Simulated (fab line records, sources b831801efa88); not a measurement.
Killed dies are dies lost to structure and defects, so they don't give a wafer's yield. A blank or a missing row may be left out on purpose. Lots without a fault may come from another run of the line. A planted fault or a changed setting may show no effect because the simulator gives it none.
Which tool did it? | flow sky130 | 14 lots, 42 wafers sampled, at 7 steps of a route of 708

WHAT THE GAUGES READ, wafer by wafer
SKY_VT_ADJUST_LVTN_TW_MEAS_10. Usual: VT_ADJUST_LVTN_TW 243.8, standard deviation 2.4.
lot  | measured     | on            | VT_ADJUST_LVTN_TW | flag
L532 | day 7 14:06  | film_metro-02 | 245.1 246.1 245.8 |
L533 | day 7 16:50  | film_metro-04 | 243.7 245.0 245.3 |
L534 | day 8 00:35  | film_metro-04 | 245.9 243.7 243.6 |
L536 | day 8 09:44  | film_metro-04 | 246.3 245.7 245.4 |
L539 | day 9 02:52  | film_metro-04 | 243.5 242.6 243.2 |
L540 | day 9 06:47  | film_metro-04 | 243.4 245.3 244.8 |
L542 | day 10 00:51 | film_metro-04 | 242.5 244.5 243.3 |
L549 | day 11 19:17 | film_metro-02 | 245.1 244.9 245.2 |
L550 | day 12 03:49 | film_metro-02 | 244.8 245.0 243.2 |
L551 | day 12 12:02 | film_metro-02 | 245.5 244.4 244.8 |
L552 | day 12 14:26 | film_metro-02 | 245.2 245.3 244.9 |
L553 | day 12 23:50 | film_metro-01 | 238.0 237.2 239.1 |
L554 | day 13 01:34 | film_metro-02 | 245.0 245.2 244.3 |
L555 | day 13 11:35 | film_metro-04 | 244.2 242.6 243.8 |

SKY_VT_ADJUST_HVTR_CD_MEAS_07: target cd 380 nm. Usual: cd_nm 381.1 nm, standard deviation 2.5.
lot  | measured     | on        | cd_nm (nm)        | flag
L532 | day 10 09:05 | cd_sem-02 | 379.6 381.3 381.1 |
L533 | day 10 10:29 | cd_sem-01 | 381.4 380.5 382.5 |
L534 | day 10 20:19 | cd_sem-01 | 383.4 381.6 381.7 |
L536 | day 11 07:38 | cd_sem-02 | 379.3 377.4 376.9 |
L539 | day 12 01:22 | cd_sem-01 | 381.4 378.6 379.0 |
L540 | day 12 05:59 | cd_sem-02 | 385.4 - 382.6     |
L542 | day 13 00:57 | cd_sem-02 | - 381.6 -         |
L549 | day 15 01:35 | cd_sem-02 | 380.4 379.4 380.4 |
L550 | day 15 10:31 | cd_sem-01 | 380.2 379.7 379.6 |
L551 | day 15 19:22 | cd_sem-02 | 380.9 379.5 381.7 |
L552 | day 15 21:42 | cd_sem-02 | 379.0 381.9 380.1 |
L553 | day 16 08:38 | cd_sem-01 | 384.2 386.5 387.5 |
L554 | day 16 11:01 | cd_sem-01 | 383.6 382.8 385.0 |
L555 | day 16 22:23 | cd_sem-02 | 383.7 382.4 386.1 |

SKY_VT_ADJUST_HVTR_OVL_MEAS_08. Usual: VT_ADJUST_HVTR_OVL -0.3 nm, standard deviation 1.5.
lot  | measured     | on         | VT_ADJUST_HVTR_OVL (nm) | flag
L532 | day 10 09:11 | overlay-02 | -1.8 1.0 -0.6           |
L533 | day 10 10:34 | overlay-01 | -0.2 -0.5 2.2           |
L534 | day 10 20:25 | overlay-01 | 0.1 -0.5 -0.5           |
L536 | day 11 07:45 | overlay-02 | 1.0 1.0 -0.7            |
L539 | day 12 01:29 | overlay-01 | 1.3 2.5 1.7             |
L540 | day 12 06:06 | overlay-02 | -0.5 - -0.6             |
L542 | day 13 01:04 | overlay-02 | - -0.1 -                |
L549 | day 15 01:42 | overlay-02 | -0.1 0.9 -0.5           |
L550 | day 15 10:38 | overlay-01 | 1.5 3.0 0.0             |
L551 | day 15 19:29 | overlay-02 | -0.3 -0.5 -2.1          |
L552 | day 15 21:49 | overlay-02 | -0.8 -0.7 0.0           |
L553 | day 16 08:45 | overlay-02 | -0.4 0.2 -0.1           |
L554 | day 16 11:08 | overlay-02 | 0.2 -2.1 -1.4           |
L555 | day 16 22:30 | overlay-02 | -0.7 -2.3 -1.2          |

SKY_VT_ADJUST_HVTR_TW_MEAS_11. Usual: VT_ADJUST_HVTR_TW 209.2, standard deviation 2.3.
lot  | measured     | on            | VT_ADJUST_HVTR_TW | flag
L532 | day 10 09:28 | film_metro-03 | 207.7 207.6 207.0 |
L533 | day 10 10:52 | film_metro-01 | 209.4 209.2 209.7 |
L534 | day 10 20:42 | film_metro-03 | 208.6 206.9 208.9 |
L536 | day 11 08:02 | film_metro-01 | 207.5 208.1 207.9 |
L539 | day 12 01:47 | film_metro-01 | 208.4 208.2 208.9 |
L540 | day 12 06:23 | film_metro-01 | 207.7 29.6 208.0  | OFF
L542 | day 13 01:21 | film_metro-01 | 29.6 207.5 29.6   | OFF
L549 | day 15 01:59 | film_metro-01 | 207.2 207.9 208.1 |
L550 | day 15 10:55 | film_metro-01 | 208.0 207.6 208.1 |
L551 | day 15 19:47 | film_metro-04 | 213.5 213.9 212.5 |
L552 | day 15 22:06 | film_metro-03 | 207.0 207.8 207.6 |
L553 | day 16 09:02 | film_metro-01 | 208.3 209.4 207.9 |
L554 | day 16 11:26 | film_metro-04 | 213.7 213.2 212.2 |
L555 | day 16 22:47 | film_metro-03 | 207.5 206.1 207.2 |

SKY_SONOS_ONO_THK_MEAS_03. Usual: SONOS_ONO_CVD_02_THK 10.46 nm, standard deviation 0.13.
lot  | measured     | on            | SONOS_ONO_CVD_02_THK (nm) | flag
L532 | day 12 13:55 | film_metro-02 | 10.59 10.48 10.56         |
L533 | day 12 17:08 | film_metro-03 | 10.53 10.65 10.58         |
L534 | day 13 04:59 | film_metro-02 | 10.71 10.71 10.68         |
L536 | day 13 13:35 | film_metro-02 | 10.51 10.41 10.28         |
L539 | day 14 08:41 | film_metro-02 | 10.50 10.48 10.57         |
L540 | day 14 14:05 | film_metro-03 | 10.80 10.56 10.70         |
L542 | day 15 10:27 | film_metro-02 | 10.49 10.50 10.49         |
L549 | day 17 16:35 | film_metro-04 | 10.49 10.31 10.41         |
L550 | day 18 02:23 | film_metro-02 | 10.56 10.44 10.42         |
L551 | day 18 12:59 | film_metro-03 | 10.51 10.49 10.42         |
L552 | day 18 15:15 | film_metro-02 | 10.44 10.37 10.33         |
L553 | day 19 04:26 | film_metro-03 | 10.29 10.20 10.28         |
L554 | day 19 05:29 | film_metro-02 | 10.48 10.50 10.60         |
L555 | day 19 16:59 | film_metro-02 | 10.46 10.48 10.32         |

WHICH TOOL RAN EACH LOT (tool, then ch and the chambers of the sampled wafers, then the start)
lot  | SKY_VT_ADJUST_HVTR_DEVELOP_06     | SKY_VT_ADJUST_HVTR_STRIP_10
L532 | litho_track-01 ch 0, day 10 08:56 | plasma_asher-01 ch 0,1, day 10 09:22
L533 | litho_track-04 ch 0, day 10 10:20 | plasma_asher-01 ch 0,1, day 10 10:46
L534 | litho_track-04 ch 0, day 10 20:10 | plasma_asher-01 ch 0,1, day 10 20:35
L536 | litho_track-04 ch 0, day 11 07:29 | plasma_asher-01 ch 0,1, day 11 07:56
L539 | litho_track-02 ch 0, day 12 01:13 | plasma_asher-02 ch 0,1, day 12 01:41
L540 | litho_track-04 ch 0, day 12 05:50 | plasma_asher-04 ch 0,1, day 12 06:17
L542 | litho_track-04 ch 0, day 13 00:49 | plasma_asher-01 ch 0,1, day 13 01:14
L549 | litho_track-02 ch 0, day 15 01:27 | plasma_asher-01 ch 0,1, day 15 01:53
L550 | litho_track-01 ch 0, day 15 10:22 | plasma_asher-04 ch 0,1, day 15 10:49
L551 | litho_track-02 ch 0, day 15 19:13 | plasma_asher-04 ch 0,1, day 15 19:41
L552 | litho_track-04 ch 0, day 15 21:34 | plasma_asher-02 ch 0,1, day 15 21:59
L553 | litho_track-04 ch 0, day 16 08:29 | plasma_asher-02 ch 0,1, day 16 08:56
L554 | litho_track-02 ch 0, day 16 10:52 | plasma_asher-04 ch 0,1, day 16 11:20
L555 | litho_track-04 ch 0, day 16 22:14 | plasma_asher-04 ch 0,1, day 16 22:41
- SKY_VT_ADJUST_HVTR_DEVELOP_06: develop time 60 s.
- SKY_VT_ADJUST_HVTR_STRIP_10: strips in O2/N2.

WHAT THE TOOLS THEMSELVES READ (means of the sampled wafers that have a number; where no wafer has one, the mark that the record gives instead)
SKY_VT_ADJUST_HVTR_STRIP_10. Usual: drypump_motor_current_A 5.7 A, standard deviation 0.48; oes_product_au 0.716 a.u., standard deviation 0.0045; strip_time_to_endpoint_s 14.18 s, standard deviation 0.04.
lot  | tool            | drypump_motor_current_A (A) | oes_product_au (a.u.) | strip_time_to_endpoint_s (s) | flag
L532 | plasma_asher-01 | 5.4                         | 0.715                 | 14.16                        |
L533 | plasma_asher-01 | 5.4                         | 0.718                 | 14.19                        |
L534 | plasma_asher-01 | 5.4                         | 0.717                 | 14.16                        |
L536 | plasma_asher-01 | 5.4                         | 0.715                 | 14.18                        |
L539 | plasma_asher-02 | 5.6                         | 0.709                 | 14.17                        |
L540 | plasma_asher-04 | 6.4                         | 0.715                 | 14.18                        |
L542 | plasma_asher-01 | 5.4                         | 0.718                 | 14.16                        |
L549 | plasma_asher-01 | 5.3                         | 0.714                 | 14.17                        |
L550 | plasma_asher-04 | 6.4                         | 0.710                 | 14.15                        |
L551 | plasma_asher-04 | 6.4                         | 0.716                 | 14.18                        |
L552 | plasma_asher-02 | 5.6                         | 0.719                 | 14.16                        |
L553 | plasma_asher-02 | 5.8                         | 0.716                 | 14.10                        |
L554 | plasma_asher-04 | 6.4                         | 0.717                 | 14.12                        |
L555 | plasma_asher-04 | 6.4                         | 0.718                 | 14.21                        |

THE ANSWER, worked out from the rows above alone
Rule: a lot is off if the mean of its wafers that have a number lies more than 3 standard deviations from the usual mean. A lot without any number at a reading at which 4 lots or more have one is off too. The other lots that the step has rows for count as sound. The gauges are gone through in route order, then the tools' own readings, and for those a lot's mean is taken as printed above. The first step at which some lot is off is used, and at that step the reading that is off furthest; a lot without a number counts as furthest.
Off: L540, L542, at SKY_VT_ADJUST_HVTR_TW_MEAS_11 (VT_ADJUST_HVTR_TW).
A tool fits if, at a process step before that reading, it ran every lot that is off, and no sound lot after the first of them. The gauges at SKY_VT_ADJUST_HVTR_TW_MEAS_11 are tried like those tools. None of those tried fits.

WHAT THE SIMULATOR HAD PUT IN
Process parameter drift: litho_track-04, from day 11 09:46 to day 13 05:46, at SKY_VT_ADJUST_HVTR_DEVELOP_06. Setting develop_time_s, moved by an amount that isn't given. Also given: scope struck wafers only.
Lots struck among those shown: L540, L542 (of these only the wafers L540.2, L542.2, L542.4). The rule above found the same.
